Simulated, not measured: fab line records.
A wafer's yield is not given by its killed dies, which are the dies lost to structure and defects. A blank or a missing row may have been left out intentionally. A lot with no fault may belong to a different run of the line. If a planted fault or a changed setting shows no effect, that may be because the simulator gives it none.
Struck lot and sound lot, side by side | flow sky130 | 15 steps out of a route of 708
Sound: these wafers, L518.3, L518.4, L518.5. Wafers L527.1, L527.2, L527.5 were the ones struck. The cause is given at the end.
Order at every step that has rows: each side's tool, ch and its chambers, its first start. Under that, the readings that differ: sound wafers | struck wafers | difference of the means | sigmas: that difference in standard deviations of wafers without a fault.
alike: readings with means less than 2 such deviations apart, plus words and numbers identical on both sides. not compared: withheld readings, readings lacking a value on some wafer, bounds such as >300 that could conceal the same value, and numbers that have no deviation in the record and whose values overlap.
A row with sigmas, a row that says differs or no value, or rows on one side alone: a step with any of these is where the two part. When numbers do not overlap yet have no deviation, they are printed without sigmas and do not part them. Lack of a reading on every wafer of one side parts them only where that side has two or more wafers.

first, 1 step without rows for these wafers: SKY_VIA2_ETCH_14 (etches BARC in N2/H2, stops on SiO2, time 45.9 s, target depth 60 nm).
SKY_VIA2_ETCH_15: etches SiO2 in C4F8/O2/Ar, stops on TiN, target depth 546 nm, time 84 s.
  sound on rie diel-03 ch 1,2,3, day 38 03:27; struck on rie diel-04 ch 1,2,3, day 41 00:14
  alike: bias w, chamber pressure mTorr, oes product au
  not compared: rf hours counter h
then, 4 steps without rows for these wafers: SKY_VIA2_STRIP_16 (strips in O2/N2); SKY_VIA2_STRIP_17 (strips in post etch residue remover, time 1200 s); SKY_VIA2_CLEAN_18 (cleans in IPA, time 180 s); SKY_VIA2_CLEAN_19 (cleans in O3/DIW).
SKY_VIA2_SPUTTER_20: material TiN, target thk 20 nm, time 80 s.
  sound on pvd sputter-01 at day 38 04:07; struck on pvd sputter-01 at day 41 00:53
  alike: throttle valve pct
SKY_VIA2_CVD_21: deposits W, target thk 420 nm, time 126.4 s.
  sound on cvd w-02 ch 0,1, day 38 04:13; struck on cvd w-02 ch 0,1, day 41 00:57
  alike: chamber pressure Torr, heater power w
SKY_VIA2_RS_MEAS_22: the measuring method here is four-point-probe.
  sound on film metro-04 at day 38 04:20; struck on film metro-03 at day 41 01:05
  alike: VIA2_W_RS
SKY_VIA2_THK_MEAS_23: measures by xrf.
  sound on film metro-04 at day 38 04:26; struck on film metro-03 at day 41 01:12
  alike: VIA2_W_THK
SKY_VIA2_CMP_24: polishes, stops on SiO2, t overpolish 20 s, target thk 0 nm.
  sound on cmp-01 ch 0,1,2, day 38 04:35; struck on cmp-02 ch 1,2, day 41 01:16
  alike: head pressure psi, motor current A, overpolish run s, time to endpoint s
SKY_METAL3_SPUTTER_00: material Ti, target thk 15 nm, time 10 s.
  sound on pvd sputter-03 at day 38 04:47; struck on pvd sputter-03 at day 41 01:34
  alike: throttle valve pct
SKY_METAL3_SPUTTER_01: material TiN, target thk 20 nm, time 16.7 s.
  sound on pvd sputter-03 at day 38 04:49; struck on pvd sputter-03 at day 41 01:35
  reading                                    | sound             | struck            | difference | sigmas
  model.TiN_of_METAL3_SPUTTER_01.thk nm (nm) | 20.15 19.92 19.99 | 18.86 18.92 18.86 | -1.14      |
  alike: throttle valve pct
then, 1 step without rows for these wafers: SKY_METAL3_SPUTTER_02 (material AlCu, target thk 735 nm, time 39.1 s).
-- the record jumps here: 8 days lie between the struck wafers' starts before and after (it left off in module METAL3 and takes up again in module PAD_OPEN, whose first step shown is number 708 of the route) --
SKY_PAD_OPEN_PROBE_99:
  sound on prober-01 at day 47 08:46; struck on prober-01 at day 49 10:46
  reading            | sound    | struck   | difference | sigmas
  killed at contacts | 30 27 35 | 19 20 18 | -12        | -2
  alike: defect limited yield, killed_at_M0_to_M3, killed_at_M4_up, killed at front end, killed at other, killed dies, killed open, killed short, sort_bin_3_pad_short, sort_bin_5_function, sort_bin_6_memory, sort n pass, sort yield pct

== WHERE THEY PART ==
At SKY_PAD_OPEN_PROBE_99 and nowhere else, as far as this record goes.

WHY: what the simulator had put in
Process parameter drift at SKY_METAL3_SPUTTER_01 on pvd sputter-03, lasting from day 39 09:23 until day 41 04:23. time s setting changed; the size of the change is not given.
